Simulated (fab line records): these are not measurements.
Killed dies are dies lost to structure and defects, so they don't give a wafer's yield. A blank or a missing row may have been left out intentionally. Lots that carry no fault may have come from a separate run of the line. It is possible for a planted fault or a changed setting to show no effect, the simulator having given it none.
A lot that was struck, set against a sound lot :: flow gf180mcu :: 15 steps out of a route of 602
Sound: wafers L683.1, L683.4, L683.5. The struck wafers were L699.4, L699.5, L699.6. The cause is given at the end.
Per side, at each step with rows, come the tool, then ch with its chambers, and then its first start. Under that, the readings that differ: sound wafers :: struck wafers :: difference of the means :: sigmas: that difference in standard deviations of wafers without a fault.
alike: readings with means less than 2 such deviations apart, plus words and numbers identical on both sides. not compared: withheld readings, readings lacking a value on some wafer, bounds such as >300 that could conceal the same value, and numbers that have no deviation in the record and whose values overlap.
The two part at a step that has a row with sigmas, a row that says differs or no value, or rows on one side only. Numbers that have no deviation but don't overlap get no sigmas and don't part them. Lack of a reading on every wafer of one side parts them only where that side has two or more wafers.

first, 8 steps without rows for these wafers: GF_V4_DEHYDRATE_06 (time 60 s); GF_V4_HMDS_07 (prime time 60 s); GF_V4_COAT_08; GF_V4_COAT_09 (resist thk 1000 nm); GF_V4_SOFTBAKE_10 (time 60 s); GF_V4_EXPOSE_11 (exposes mask Via4, target cd 260 nm); GF_V4_PEB_12 (peb time 90 s); GF_V4_DEVELOP_13 (develop time 60 s).
GF_V4_CD_MEAS_14: the cd target is 260 nm.
  struck on cdSem-02, day 29 13:05; sound on cdSem-01, day 24 05:41
  alike: cdNm
GF_V4_OVL_MEAS_15:
  struck on overlay-01, day 29 13:10; sound on overlay-02, day 24 05:48
  alike: V4_OVL
GF_V4_ETCH_16: etches BARC in N2/H2.
  sound on rieDiel-02 ch 0,1,2, day 24 05:50; struck on rieDiel-02 ch 0,1, day 29 13:11
reading: oesProductAu (a.u.)
sound: 0.856 0.862 0.867
struck: 0.851 0.854 0.848
difference: -0.011
sigmas: -2
  alike: drypumpMotorCurrentA, throttleValvePct
GF_V4_ETCH_17: etches SiO2 in C4F8/O2/Ar, stops on TiN, target depth 630 nm.
  sound: rieDiel-02 ch 0,1,2; struck: rieDiel-02 ch 0,1
  alike: oesProductAu
GF_V4_STRIP_18: strips in O2/N2.
  sound on plasmaAsher-01 ch 0,1, day 24 05:58; struck on plasmaAsher-01 ch 0,1, day 29 13:21
reading: overashFraction
sound: 0.5 0.5 0.5
struck: 0.7 0.7 0.7
difference: +0.2
sigmas: 
  alike: drypumpMotorCurrentA, heaterPowerW, oesProductAu
  not compared: rfHoursCounterH
then, 1 step without rows for these wafers: GF_V4_STRIP_19 (strips in post etch residue remover, time 1200 s).
-- the record jumps here: 4 days lie between the struck wafers' starts before and after (it left off in module V4 and takes up again in module PASSIVATION, whose first step shown is number 602 of the route) --
GF_PASSIVATION_PROBE_99:
  rows exist in the record for the struck wafers here (prober-01, day 33 11:43), but not for the sound ones

## WHERE THEY PART
First at GF_V4_ETCH_16; last, within this record, at GF_PASSIVATION_PROBE_99.

WHY: what had been put in by the simulator
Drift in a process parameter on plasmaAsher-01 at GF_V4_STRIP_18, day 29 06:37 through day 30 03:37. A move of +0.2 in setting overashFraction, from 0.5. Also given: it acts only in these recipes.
